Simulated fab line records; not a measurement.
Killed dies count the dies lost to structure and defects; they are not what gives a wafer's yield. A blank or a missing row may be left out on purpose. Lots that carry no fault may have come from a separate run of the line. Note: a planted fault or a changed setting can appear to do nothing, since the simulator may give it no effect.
Split-lot experiment -- flow sky130 -- route with 708 steps; 5 lots, 23 wafers read

THE SPLIT
At SKY_LOCAL_INTERCONNECT_SPUTTER_00 (material TiN, target thk 100 nm, time 83.3 s), the setting power w was moved away from the recipe's 6500 W on 4 of the 23 wafers read, by -9.6% to +6.1%. For the rest of the wafers, this setting stayed at what the recipe calls for.

FROM THE SPLIT TO THE READING: what the file shows between them, 3 steps
- SKY_LOCAL_INTERCONNECT_RS_MEAS_01: measures by four-point-probe
- SKY_LOCAL_INTERCONNECT_THK_MEAS_02: measures by xrf
- SKY_LOCAL_INTERCONNECT_ETCH_13: etches BARC in N2/H2, stops on SiO2, time 45.9 s, target depth 60 nm (also split here: icp w)

THE READING
oes product au, in a.u., at SKY_LOCAL_INTERCONNECT_METAL_ETCH_14 (etches TiN in Cl2/BCl3, stops on PSG, target depth 110 nm, time 31.4 s). A value of 0.942 a.u. with a standard deviation of 0.0086 a.u. is what fault-free wafers of this fab line usually give.

wafer,"tool, chamber at the split","power w as run, W",against the recipe,"oes product au, a.u.",against lot-mates on the recipe
L079.1,"pvd sputter-03, -",6500,recipe,0.932,-
L079.2,"pvd sputter-03, -",6500,recipe,0.941,-
L079.3,"pvd sputter-03, -",5876,-9.6%,0.883,-0.055
L079.4,"pvd sputter-03, -",5876,-9.6%,0.878,-0.060
L079.6,"pvd sputter-03, -",6500,recipe,0.941,-
L077.1,"pvd sputter-04, -",6500,recipe,0.957,-
L077.2,"pvd sputter-04, -",6500,recipe,0.943,-
L077.3,"pvd sputter-04, -",6500,recipe,0.945,-
L077.5,"pvd sputter-04, -",6500,recipe,0.955,-
L077.6,"pvd sputter-04, -",6500,recipe,0.957,-
L080.1,"pvd sputter-04, -",6500,recipe,0.954,-
L080.2,"pvd sputter-04, -",6500,recipe,0.947,-
L080.4,"pvd sputter-04, -",6500,recipe,0.941,-
L080.5,"pvd sputter-04, -",6500,recipe,0.947,-
L080.6,"pvd sputter-04, -",6500,recipe,0.950,-
L084.1,"pvd sputter-04, -",6500,recipe,0.956,-
L084.3,"pvd sputter-04, -",6896,+6.1%,0.974,+0.018
L084.4,"pvd sputter-04, -",6500,recipe,0.960,-
L084.5,"pvd sputter-04, -",6500,recipe,0.952,-
L084.6,"pvd sputter-04, -",6896,+6.1%,0.989,+0.033
L085.3,"pvd sputter-02, -",6500,recipe,0.938,-
L085.4,"pvd sputter-02, -",6500,recipe,0.935,-
L085.5,"pvd sputter-02, -",6500,recipe,0.951,-

THE FIT
A straight line over all 23 wafers: oes product au changes by +0.00655 a.u. for each +1% of power w; r = +0.94; the points scatter about the line by 0.0082 a.u.
The same after taking each lot's own level away (the mean of its wafers on the recipe; 23 wafers): +0.00544 a.u. for each +1%; r = +0.95; scatter 0.0061 a.u.
The reading moves by 0.052 a.u. for the largest change in power w, on that fit.
From 0.9380 to 0.9560 a.u.: that is the span of the lots' own levels, equal to 2.1 times the standard deviation above.
So the lot-to-lot level changes the slope: the two fits differ.
Check: for one of the wafers moved furthest among these (-9.6%), held out of the fit, the line's prediction against its lot-mates is -0.0524 a.u. Against them it came out at -0.055 a.u.

FURTHER SPLITS ON THESE WAFERS
Other splits were also applied to these wafers ahead of the reading. Each is held against what the fit with the lots' levels taken away leaves over:
other split on the same wafers,wafers away from the commonest value,r with oes product au (lot level and that fit taken away)
SKY_POLY_CUT_COAT_03 spin rpm,6,-0.15
SKY_SD_P_DEVELOP_06 develop time s,8,-0.34
SKY_SD_N_COAT_02 resist thk nm,10,+0.24
SKY_SD_N_STRIP_11 power w,5,+0.24
SKY_LI_CONTACT_CMP_02 leave above ref nm,9,+0.24
SKY_LI_CONTACT_ETCH_14 bias w,8,-0.11
SKY_LI_CONTACT_SPUTTER_19 chamber pressure pa,18,-0.22
SKY_LOCAL_INTERCONNECT_ETCH_13 icp w,10,+0.24

THE WHOLE CHAIN: every reading that the file lists as answering this split, in the file's order
step,what it does,reading,change (the file's fit),r (the file's)
SKY_LOCAL_INTERCONNECT_SPUTTER_00,"material TiN, target thk 100 nm, time 83.3 s","TiN_of_LOCAL_INTERCONNECT_SPUTTER_00.thk nm (the simulator's own value, which no gauge read)",+1.01 nm for each +1% of the setting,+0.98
SKY_LOCAL_INTERCONNECT_RS_MEAS_01,measures by four-point-probe,LOCAL_INTERCONNECT_TIN_RS,-0.156 for each +1% of the setting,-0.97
SKY_LOCAL_INTERCONNECT_THK_MEAS_02,measures by xrf,LOCAL_INTERCONNECT_TIN_THK,+1.01 for each +1% of the setting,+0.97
SKY_LOCAL_INTERCONNECT_METAL_ETCH_14,"etches TiN in Cl2/BCl3, stops on PSG, target depth 110 nm, time 31.4 s",oes product au,+0.00549 a.u. for each +1% of the setting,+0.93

THE FILE'S OWN FIT
oes product au changes by +0.00549 a.u. for each +1% of power w, r = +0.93.
